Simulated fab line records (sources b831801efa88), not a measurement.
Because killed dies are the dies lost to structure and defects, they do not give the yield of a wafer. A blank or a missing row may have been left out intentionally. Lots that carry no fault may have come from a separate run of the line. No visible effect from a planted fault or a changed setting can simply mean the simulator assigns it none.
Which tool did it?	flow sky130	42 wafers sampled from 14 lots at 1 step of a route of 708

WHAT THE GAUGES SHOWED, per wafer
SKY_VIA1_THK_MEAS_23: measures by xrf.
lot	measured	on	VIA1_W_THK (nm)
L185	day 34 16:24	film_metro-02	257.7 255.0 258.8
L186	day 35 03:10	film_metro-02	264.0 262.0 260.9
L188	day 35 10:40	film_metro-02	264.1 266.9 265.1
L189	day 35 21:07	film_metro-03	258.6 262.8 260.5
L191	day 36 12:30	film_metro-03	260.8 256.8 257.9
L190	day 36 17:38	film_metro-03	259.5 259.2 254.5
L197	day 38 06:23	film_metro-03	264.1 260.9 263.5
L198	day 38 13:22	film_metro-02	259.6 257.3 261.4
L199	day 38 15:23	film_metro-01	263.7 263.7 262.8
L200	day 38 21:22	film_metro-02	261.8 263.7 260.8
L202	day 39 10:56	film_metro-03	257.6 257.2 262.5
L204	day 40 02:47	film_metro-03	262.6 262.3 263.0
L207	day 40 14:02	film_metro-01	262.8 261.7 256.3
L208	day 41 00:04	film_metro-03	260.6 253.6 257.7

WHAT TOOL EACH LOT RAN ON (gives the tool, then ch and the chambers of the sampled wafers, and finally the start)
The record holds no process step before these readings.

AS READ BY THE TOOLS THEMSELVES (means over the sampled wafers that have a number; for cases with no such wafer, the mark the record gives instead)
The record holds no such reading with a usual standard deviation.

THE ANSWER, worked out from the rows above alone
Rule: usual is defined by the lots themselves. The widest of any qualifying gaps counts: lots, ordered by their means at a reading, are off when they make up no more than a third of the lots, leave a main group of 4 or more, and stand apart from it by 3 or more times the standard deviation of that group's means. If all means in a main group match to the digits the tables above print for the reading, that group is not used. Also off: a lot with no number at a reading for which 4 or more lots have one. All remaining lots with rows at the step are treated as sound. First the gauges in route order, then the tools' own readings, where a lot's mean is used as printed above. At the first step where some lot is off, the reading lying furthest off is the one used; lots without a number count as furthest.
No lot is off on any of the readings shown, so nothing can be concluded from this.

WHAT WAS PUT IN BY THE SIMULATOR
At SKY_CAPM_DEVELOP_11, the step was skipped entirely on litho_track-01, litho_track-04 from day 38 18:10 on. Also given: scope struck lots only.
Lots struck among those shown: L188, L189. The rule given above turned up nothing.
